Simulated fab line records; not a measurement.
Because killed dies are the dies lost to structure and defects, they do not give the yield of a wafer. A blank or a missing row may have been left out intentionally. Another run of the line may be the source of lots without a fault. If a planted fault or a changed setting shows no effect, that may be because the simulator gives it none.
A struck lot beside a sound one | flow sky130 | 20 steps out of a route of 708
Sound: these wafers, L341.2, L341.3, L341.5. Wafers L331.4, L331.5, L331.6 were the ones struck. At the end, the cause is stated.
Order at every step that has rows: each side's tool, ch and its chambers, its first start. Under that, the readings that differ: sound wafers | struck wafers | difference of the means | sigmas: that difference in standard deviations of wafers without a fault.
alike: readings whose means differ by less than 2 such deviations, and words and numbers that are the same on both sides. not compared: withheld readings, readings that some wafer has no value for, bounds like >300 that may hide the same value, and numbers for which the record gives no deviation and whose values overlap.
The two part at a step that has a row with sigmas, a row that says differs or no value, or rows on one side only. Numbers that have no deviation but don't overlap get no sigmas and don't part them. A reading that every wafer of one side lacks parts them only if that side has two wafers or more.

first, 6 steps without rows for these wafers: SKY_LDD_HVN_HMDS_01 (prime time 60 s); SKY_LDD_HVN_COAT_02 (resist thk 300 nm); SKY_LDD_HVN_SOFTBAKE_03 (time 60 s); SKY_LDD_HVN_EXPOSE_04 (exposes mask HVNTM, target cd 700 nm); SKY_LDD_HVN_PEB_05; SKY_LDD_HVN_DEVELOP_06 (develop time 60 s).
SKY_LDD_HVN_OVL_MEAS_07:
  struck on overlay-01, day 22 18:19; sound on overlay-02, day 26 21:47
  alike: LDD_HVN_OVL
following that, these wafers have no rows for 1 step: SKY_LDD_HVN_IMPLANT_08.
SKY_LDD_HVN_STRIP_09: strips in O2/N2.
  sound on plasma asher-04 ch 0,1, day 26 21:58; struck on plasma asher-02 ch 0,1, day 22 18:31
  alike: drypump motor current A, oes product au, strip time to endpoint s
  not compared: rf hours counter h
SKY_LDD_HVN_TW_MEAS_10:
  struck on film metro-02, day 22 18:36; sound on film metro-02, day 26 22:05
  alike: LDD_HVN_TW
then, 2 steps without rows for these wafers: SKY_LDD_HVP_DEHYDRATE_00 (time 60 s); SKY_LDD_HVP_HMDS_01 (prime time 60 s).
SKY_LDD_HVP_COAT_02: resist thk 300 nm.
  sound on litho track-04 ch 0, day 27 11:58; struck on litho track-03, day 23 09:28
  no value came back on the struck wafers for chill plate temp C (C), dispense pressure kPa (kPa), exhaust pa (Pa); on the sound wafers chill plate temp C (C) reads 22.94 22.82 22.98
then, 4 steps without rows for these wafers: SKY_LDD_HVP_SOFTBAKE_03 (time 60 s); SKY_LDD_HVP_EXPOSE_04 (exposes mask HVPTM, target cd 700 nm); SKY_LDD_HVP_PEB_05; SKY_LDD_HVP_DEVELOP_06 (develop time 60 s).
SKY_LDD_HVP_OVL_MEAS_07:
  struck on overlay-02, day 24 01:05; sound on overlay-01, day 28 02:29
  reading          | sound         | struck | difference                    | sigmas
  LDD_HVP_OVL (nm) | -1.2 -1.1 0.7 | - - -  | no value on the struck wafers |
following that, these wafers have no rows for 1 step: SKY_LDD_HVP_IMPLANT_08.
-- here the record skips 24 days between the struck wafers' starts before and after, leaving off in module LDD_HVP and picking up in module PAD_OPEN (first step shown: number 708 of the route) --
SKY_PAD_OPEN_PROBE_99:
  struck on prober-02, day 47 21:34; sound on prober-01, day 50 09:07
  reading             | sound    | struck                                                               | difference                   | sigmas
  hold                | - - -    | await dispo/2.0h/scrap await dispo/2.0h/scrap await dispo/2.0h/scrap | no value on the sound wafers |
  killed at front end | 19 19 19 | 433 417 436                                                          | +410                         | +99 or more
  killed dies         | 85 98 80 | 492 492 492                                                          | +404                         | +46
  killed on rim       | 17 24 12 | 96 96 96                                                             | +78                          | +21
  alike: killed_at_M0_to_M3, killed_at_M4_up, killed at contacts, killed at other, killed open, killed short

== WHERE THEY PART ==
At SKY_LDD_HVP_COAT_02 first; at SKY_PAD_OPEN_PROBE_99 last (within this record only).

WHY: what had been put in by the simulator
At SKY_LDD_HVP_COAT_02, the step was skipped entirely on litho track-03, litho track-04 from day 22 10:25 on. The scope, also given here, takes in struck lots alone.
